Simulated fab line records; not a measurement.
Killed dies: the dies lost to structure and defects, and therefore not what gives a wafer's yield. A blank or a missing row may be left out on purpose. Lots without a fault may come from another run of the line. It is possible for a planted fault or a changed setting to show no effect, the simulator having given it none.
Chamber matching || flow sky130 || SKY_VIA2_CMP_02 on cmp-01 has 4 sister chambers
The step polishes SiO2. 8 wafers are shown with their chamber, then 7 later ones without.

## EACH WAFER AND ITS CHAMBER
{"wafer": "L249.4", "chamber": 3, "motorCurrentA (A)": 9.7}
{"wafer": "L252.1", "chamber": 3, "motorCurrentA (A)": 9.4}
{"wafer": "L252.4", "chamber": 1, "motorCurrentA (A)": 11.2}
{"wafer": "L252.6", "chamber": 1, "motorCurrentA (A)": 10.6}
{"wafer": "L253.3", "chamber": 0, "motorCurrentA (A)": 12.8}
{"wafer": "L253.6", "chamber": 0, "motorCurrentA (A)": 11.9}
{"wafer": "L254.3", "chamber": 2, "motorCurrentA (A)": 11.3}
{"wafer": "L254.5", "chamber": 2, "motorCurrentA (A)": 12.1}

## WAFERS WITH NO CHAMBER GIVEN
{"wafer": "L254.6", "motorCurrentA (A)": 9.5}
{"wafer": "L257.1", "motorCurrentA (A)": 9.5}
{"wafer": "L257.2", "motorCurrentA (A)": 11.8}
{"wafer": "L257.5", "motorCurrentA (A)": 11.2}
{"wafer": "L265.2", "motorCurrentA (A)": 12.1}
{"wafer": "L265.5", "motorCurrentA (A)": 9.5}
{"wafer": "L265.6", "motorCurrentA (A)": 10.7}

## CHAMBER TAKEN BY EACH
{"wafer": "L254.6", "from the rows above": 3, "in truth": 3}
{"wafer": "L257.1", "from the rows above": 3, "in truth": 3}
{"wafer": "L257.2", "from the rows above": "can't be placed: 2 or 0 or 1", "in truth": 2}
{"wafer": "L257.5", "from the rows above": "can't be placed: 1 or 2 or 0", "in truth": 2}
{"wafer": "L265.2", "from the rows above": "can't be placed: 0 or 2 or 1", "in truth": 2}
{"wafer": "L265.5", "from the rows above": 3, "in truth": 3}
{"wafer": "L265.6", "from the rows above": "can't be placed: 1 or 2 or 3", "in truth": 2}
Placed correctly: 3 of 7. Unplaceable from these rows: 4, with the true chamber sitting among the candidates in 4. Wrongly placed: 0.
How it was worked out, from the rows above alone: a wafer's distance from a chamber is the root of the sum, over the readings, of the square of ((its reading less the chamber's mean) divided by the reading's scatter). The wafer belongs to the nearest chamber; if the next one is less than 2 further off, it can't be placed. A chamber's mean is the mean of its shown wafers. The scatter: take each reading less its chamber's mean, square it, sum over the shown wafers, divide by the number of wafers less the number of chambers, and take the root.
